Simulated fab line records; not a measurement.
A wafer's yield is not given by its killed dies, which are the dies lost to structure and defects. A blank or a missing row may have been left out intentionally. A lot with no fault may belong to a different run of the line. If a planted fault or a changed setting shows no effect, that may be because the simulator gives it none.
Which of the tools did it? | flow gf180mcu | 45 wafers from 15 lots sampled at 4 of the route's 602 steps

## WHAT THE GAUGES SHOWED, per wafer
GF_PASSIVATION_BOW_MEAS_14. Usual: PASSIVATION_BOW gives 134 um (standard deviation 11).
lot  | measured     | on           | PASSIVATION_BOW (um) | flag
L927 | day 29 21:14 | filmMetro-02 | 145 146 141          | 
L929 | day 30 06:47 | filmMetro-02 | 114 124 120          | 
L930 | day 30 11:25 | filmMetro-01 | 136 147 146          | 
L932 | day 31 03:32 | filmMetro-01 | 147 137 157          | 
L938 | day 32 16:36 | filmMetro-03 | 147 148 147          | 
L939 | day 32 22:49 | filmMetro-02 | 124 112 126          | 
L940 | day 33 08:17 | filmMetro-01 | 133 128 117          | 
L941 | day 33 12:16 | filmMetro-01 | 132 124 128          | 
L942 | day 33 16:17 | filmMetro-02 | 145 152 144          | 
L943 | day 33 19:50 | filmMetro-02 | 125 125 109          | 
L944 | day 34 05:13 | filmMetro-02 | 145 154 141          | 
L945 | day 34 08:02 | filmMetro-03 | 145 139 148          | 
L946 | day 34 13:44 | filmMetro-02 | 141 137 148          | 
L947 | day 34 15:52 | filmMetro-01 | 136 139 131          | 
L948 | day 34 22:34 | filmMetro-03 | 144 125 134          | 

## WHAT TOOL EACH LOT RAN ON (gives the tool, then ch and the chambers of the sampled wafers, and finally the start)
lot  | GF_V5_STRIP_18                      | GF_V5_SPUTTER_21            | GF_PASSIVATION_DEVELOP_10
L927 | plasmaAsher-01 ch 0,1, day 28 01:47 | pvdSputter-01, day 28 02:19 | lithoTrack-01 ch 0, day 29 19:00
L929 | plasmaAsher-04 ch 0,1, day 28 10:52 | pvdSputter-01, day 28 11:43 | lithoTrack-02 ch 0, day 30 04:00
L930 | plasmaAsher-01 ch 0,1, day 28 17:29 | pvdSputter-04, day 28 17:59 | lithoTrack-03 ch 0, day 30 09:00
L932 | plasmaAsher-03 ch 0, day 29 10:08   | pvdSputter-02, day 29 10:40 | lithoTrack-01 ch 0, day 31 01:00
L938 | plasmaAsher-01 ch 0,1, day 31 02:06 | pvdSputter-02, day 31 02:38 | lithoTrack-01, day 32 14:00
L939 | plasmaAsher-04 ch 0,1, day 31 08:51 | pvdSputter-01, day 31 09:23 | lithoTrack-01, day 32 20:00
L940 | plasmaAsher-01 ch 0,1, day 31 16:08 | pvdSputter-04, day 31 16:42 | lithoTrack-01, day 33 06:00
L941 | plasmaAsher-04 ch 0,1, day 31 23:47 | pvdSputter-02, day 32 00:22 | lithoTrack-01 ch 0, day 33 10:00
L942 | plasmaAsher-01 ch 0,1, day 32 03:48 | pvdSputter-02, day 32 04:22 | lithoTrack-02 ch 0, day 33 14:00
L943 | plasmaAsher-03 ch 0, day 32 07:08   | pvdSputter-04, day 32 07:47 | lithoTrack-01 ch 0, day 33 17:00
L944 | plasmaAsher-01 ch 0,1, day 32 17:59 | pvdSputter-04, day 32 18:32 | lithoTrack-03 ch 0, day 34 03:00
L945 | plasmaAsher-03 ch 0,1, day 32 21:05 | pvdSputter-02, day 32 21:40 | lithoTrack-02 ch 0, day 34 06:00
L946 | plasmaAsher-03 ch 0,1, day 33 03:02 | pvdSputter-01, day 33 03:35 | lithoTrack-01 ch 0, day 34 11:00
L947 | plasmaAsher-01 ch 0,1, day 33 04:47 | pvdSputter-04, day 33 05:25 | lithoTrack-03 ch 0, day 34 13:00
L948 | plasmaAsher-04 ch 0,1, day 33 11:44 | pvdSputter-04, day 33 12:19 | lithoTrack-01 ch 0, day 34 20:00
- GF_V5_STRIP_18: strips in O2/N2.
- GF_V5_SPUTTER_21: material Ti, target thk 15 nm, time 80.02 s.
- GF_PASSIVATION_DEVELOP_10: develop time 60 s.

## AS READ BY THE TOOLS THEMSELVES (means over the sampled wafers that have a number; for cases with no such wafer, the mark the record gives instead)
GF_V5_STRIP_18. Usual: drypumpMotorCurrentA 5.3 A, standard deviation 0.37; heaterPowerW 356 W, standard deviation 38; oesProductAu 0.569 a.u., standard deviation 0.0047.
lot  | tool           | drypumpMotorCurrentA (A) | heaterPowerW (W) | oesProductAu (a.u.) | flag
L927 | plasmaAsher-01 | 5.3                      | 375              | 0.561               | 
L929 | plasmaAsher-04 | 5.0                      | 364              | 0.565               | 
L930 | plasmaAsher-01 | 5.2                      | 337              | 0.578               | 
L932 | plasmaAsher-03 | 5.5                      | 341              | 0.567               | 
L938 | plasmaAsher-01 | 5.2                      | 338              | 0.568               | 
L939 | plasmaAsher-04 | 5.0                      | 364              | 0.566               | 
L940 | plasmaAsher-01 | 5.3                      | 368              | 0.568               | 
L941 | plasmaAsher-04 | 5.0                      | 349              | 0.570               | 
L942 | plasmaAsher-01 | 5.2                      | 332              | 0.566               | 
L943 | plasmaAsher-03 | 5.4                      | 343              | 0.574               | 
L944 | plasmaAsher-01 | 5.2                      | 333              | 0.569               | 
L945 | plasmaAsher-03 | 5.6                      | 356              | 0.569               | 
L946 | plasmaAsher-03 | 5.6                      | 356              | 0.569               | 
L947 | plasmaAsher-01 | 5.3                      | 373              | 0.569               | 
L948 | plasmaAsher-04 | 5.0                      | 363              | 0.565               | 

GF_V5_SPUTTER_21. Usual: 30.3 % for throttleValvePct, sd 0.95.
lot  | tool          | throttleValvePct (%) | flag
L927 | pvdSputter-01 | 30.5                 | 
L929 | pvdSputter-01 | 30.4                 | 
L930 | pvdSputter-04 | 29.9                 | 
L932 | pvdSputter-02 | 30.4                 | 
L938 | pvdSputter-02 | 30.2                 | 
L939 | pvdSputter-01 | 30.3                 | 
L940 | pvdSputter-04 | 30.9                 | 
L941 | pvdSputter-02 | 30.4                 | 
L942 | pvdSputter-02 | 30.2                 | 
L943 | pvdSputter-04 | 29.8                 | 
L944 | pvdSputter-04 | 28.7                 | 
L945 | pvdSputter-02 | 30.7                 | 
L946 | pvdSputter-01 | 30.3                 | 
L947 | pvdSputter-04 | 29.9                 | 
L948 | pvdSputter-04 | 31.0                 | 

GF_PASSIVATION_DEVELOP_10. Usual: 23.01 C for chillPlateTempC, sd 0.093.
lot  | tool          | chillPlateTempC (C) | flag
L927 | lithoTrack-01 | 23.04               | 
L929 | lithoTrack-02 | 22.94               | 
L930 | lithoTrack-03 | 23.09               | 
L932 | lithoTrack-01 | 23.04               | 
L938 | lithoTrack-01 | -                   | OFF
L939 | lithoTrack-01 | -                   | OFF
L940 | lithoTrack-01 | -                   | OFF
L941 | lithoTrack-01 | 22.96               | 
L942 | lithoTrack-02 | 22.97               | 
L943 | lithoTrack-01 | 23.04               | 
L944 | lithoTrack-03 | 23.06               | 
L945 | lithoTrack-02 | 23.00               | 
L946 | lithoTrack-01 | 23.07               | 
L947 | lithoTrack-03 | 23.04               | 
L948 | lithoTrack-01 | 23.10               | 

## THE ANSWER, worked out from the rows above alone
Rule: take the mean of a lot's wafers that have a number; if it is more than 3 standard deviations from the usual mean, the lot is off. A lot without any number at a reading at which 4 lots or more have one is off too. The other lots that the step has rows for count as sound. Order of review: gauges by route order, followed by the tools' own readings, for which a lot's mean as printed above is used. At the first step where some lot is off, the reading lying furthest off is the one used; lots without a number count as furthest.
Off at GF_PASSIVATION_DEVELOP_10 (chillPlateTempC): L938, L939, L940. Without a number there: L938, L939, L940.
If a tool, at that step or one of the process steps before it, ran each lot that is off and ran no sound lot following the first of them, it fits. No candidate that was tried fits.

## WHAT THE SIMULATOR HAD PUT IN
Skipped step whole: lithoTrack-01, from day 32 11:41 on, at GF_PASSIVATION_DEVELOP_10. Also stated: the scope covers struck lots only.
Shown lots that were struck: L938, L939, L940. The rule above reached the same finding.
